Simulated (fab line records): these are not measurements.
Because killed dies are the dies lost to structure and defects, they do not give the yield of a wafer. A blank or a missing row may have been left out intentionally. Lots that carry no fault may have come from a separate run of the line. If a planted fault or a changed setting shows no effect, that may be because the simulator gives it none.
What tool caused it? / flow sky130 / 36 wafers sampled from 12 lots at 1 step of a route of 708

## WHAT THE GAUGES READ, wafer by wafer
SKY_VIA2_CD_MEAS_12: the cd target is 200 nm.
lot=L622; measured=day 36 23:57; on=cdSem-02; cdNm (nm)=203.0 201.3 201.7
lot=L624; measured=day 37 07:44; on=cdSem-01; cdNm (nm)=199.8 199.9 198.7
lot=L625; measured=day 37 11:18; on=cdSem-02; cdNm (nm)=200.4 199.0 199.5
lot=L626; measured=day 37 23:58; on=cdSem-01; cdNm (nm)=199.0 198.0 199.7
lot=L627; measured=day 38 02:58; on=cdSem-01; cdNm (nm)=201.3 201.0 201.1
lot=L630; measured=day 39 01:09; on=cdSem-02; cdNm (nm)=198.5 197.8 198.9
lot=L631; measured=day 39 21:29; on=cdSem-02; cdNm (nm)=199.9 200.9 199.8
lot=L633; measured=day 40 05:19; on=cdSem-01; cdNm (nm)=198.1 199.7 199.3
lot=L634; measured=day 40 09:47; on=cdSem-01; cdNm (nm)=199.1 197.1 197.8
lot=L635; measured=day 40 19:19; on=cdSem-02; cdNm (nm)=200.8 200.4 199.7
lot=L645; measured=day 43 11:29; on=cdSem-01; cdNm (nm)=201.3 201.4 203.3
lot=L644; measured=day 43 16:21; on=cdSem-01; cdNm (nm)=199.3 199.5 197.5

## WHAT TOOL EACH LOT RAN ON (gives the tool, then ch and the chambers of the sampled wafers, and finally the start)
Before these readings, the record contains no process step.

## AS READ BY THE TOOLS THEMSELVES (means over the sampled wafers that have a number; for cases with no such wafer, the mark the record gives instead)
The record holds no such reading with a usual standard deviation.

## THE ANSWER, worked out from the rows above alone
Rule: usual is defined by the lots themselves. Put in order of their means at a reading, lots are off if they are a third of the lots or fewer, leave a main group of 4 or more, and stand apart from it by a gap of 3 or more times the standard deviation of the main group's means; of several such gaps the widest counts. A main group is skipped when, at the precision printed for the reading in the tables above, its means are all equal. Also off: a lot with no number at a reading for which 4 or more lots have one. Any other lot the step has rows for is counted as sound. The gauges are gone through in route order, then the tools' own readings, and for those a lot's mean is taken as printed above. At the first step where some lot is off, the reading lying furthest off is the one used; lots without a number count as furthest.
No lot is off on any of the readings shown, so nothing can be concluded from this.

## WHAT THE SIMULATOR HAD PUT IN
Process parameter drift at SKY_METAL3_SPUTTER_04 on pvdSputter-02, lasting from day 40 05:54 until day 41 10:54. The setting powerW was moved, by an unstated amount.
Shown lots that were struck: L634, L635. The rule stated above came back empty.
